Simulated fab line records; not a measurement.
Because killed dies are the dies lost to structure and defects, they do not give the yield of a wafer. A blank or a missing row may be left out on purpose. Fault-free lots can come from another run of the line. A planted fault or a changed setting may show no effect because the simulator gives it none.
What tool caused it? ; flow sfq_line ; 39 wafers sampled from 13 lots at 1 step of a route of 325

== WHAT THE GAUGES SHOWED, per wafer ==
No reading from a measuring or inspecting step in the record can be judged against a usual standard deviation.

== WHAT TOOL EACH LOT RAN ON (gives the tool, then ch and the chambers of the sampled wafers, and finally the start) ==
lot;SFQ_TRILAYER_M3_BARC_OPEN_METAL_ETCH_100
L647;rie_metal-02 ch 0,1, day 38 08:24
L648;rie_metal-04 ch 0,1, day 38 14:24
L649;rie_metal-03 ch 0,1, day 38 21:36
L650;rie_metal-03 ch 0,1, day 39 01:12
L659;rie_metal-03 ch 0,1, day 43 22:08
L661;rie_metal-02 ch 0,1, day 44 22:15
L662;rie_metal-04 ch 0,1, day 44 23:36
L663;rie_metal-04 ch 1, day 46 01:00
L664;rie_metal-04 ch 1, day 46 10:26
L666;rie_metal-03 ch 0,1, day 46 20:03
L667;rie_metal-02 ch 0,1, day 52 09:40
L668;rie_metal-03 ch 0,1, day 52 15:40
L669;rie_metal-02 ch 1, day 52 19:16
- SFQ_TRILAYER_M3_BARC_OPEN_METAL_ETCH_100: etches BARC in O2, target depth 125 nm, time 41.7 s.

== WHAT THE TOOLS THEMSELVES READ (means of the sampled wafers that have a number; where no wafer has one, the mark that the record gives instead) ==
SFQ_TRILAYER_M3_BARC_OPEN_METAL_ETCH_100. Usual: drypump_motor_current_A 5.8 A, standard deviation 0.4; oes_product_au 0.685 a.u., standard deviation 0.0044; rf_fwd_power_W 594.5 W, standard deviation 2.5.
lot;tool;drypump_motor_current_A (A);oes_product_au (a.u.);rf_fwd_power_W (W);flag
L647;rie_metal-02;5.7;0.681;595.0;
L648;rie_metal-04;5.3;0.682;594.9;
L649;rie_metal-03;6.1;0.682;594.1;
L650;rie_metal-03;6.1;0.681;594.0;
L659;rie_metal-03;6.0;0.687;530.1;OFF
L661;rie_metal-02;5.7;0.688;596.3;
L662;rie_metal-04;5.6;0.684;594.1;
L663;rie_metal-04;5.8;0.681;593.4;
L664;rie_metal-04;5.9;0.687;596.8;
L666;rie_metal-03;6.1;0.685;594.3;
L667;rie_metal-02;5.7;0.689;597.3;
L668;rie_metal-03;6.1;0.679;594.9;
L669;rie_metal-02;5.4;0.689;596.2;

== THE ANSWER, worked out from the rows above alone ==
Rule: a lot counts as off when the mean over its wafers that have a number is more than 3 standard deviations away from the usual mean. Also off: a lot with no number at a reading for which 4 or more lots have one. Where the step has rows for the other lots, those lots are counted as sound. First the gauges in route order, then the tools' own readings, where a lot's mean is used as printed above. At the first step where some lot is off, the reading lying furthest off is the one used; lots without a number count as furthest.
Off: L659 (SFQ_TRILAYER_M3_BARC_OPEN_METAL_ETCH_100, rf_fwd_power_W).
A tool fits if, at that step or a process step before it, it ran every lot that is off, and no sound lot after the first of them. Not one of the candidates tried fits.

== WHAT WAS PUT IN BY THE SIMULATOR ==
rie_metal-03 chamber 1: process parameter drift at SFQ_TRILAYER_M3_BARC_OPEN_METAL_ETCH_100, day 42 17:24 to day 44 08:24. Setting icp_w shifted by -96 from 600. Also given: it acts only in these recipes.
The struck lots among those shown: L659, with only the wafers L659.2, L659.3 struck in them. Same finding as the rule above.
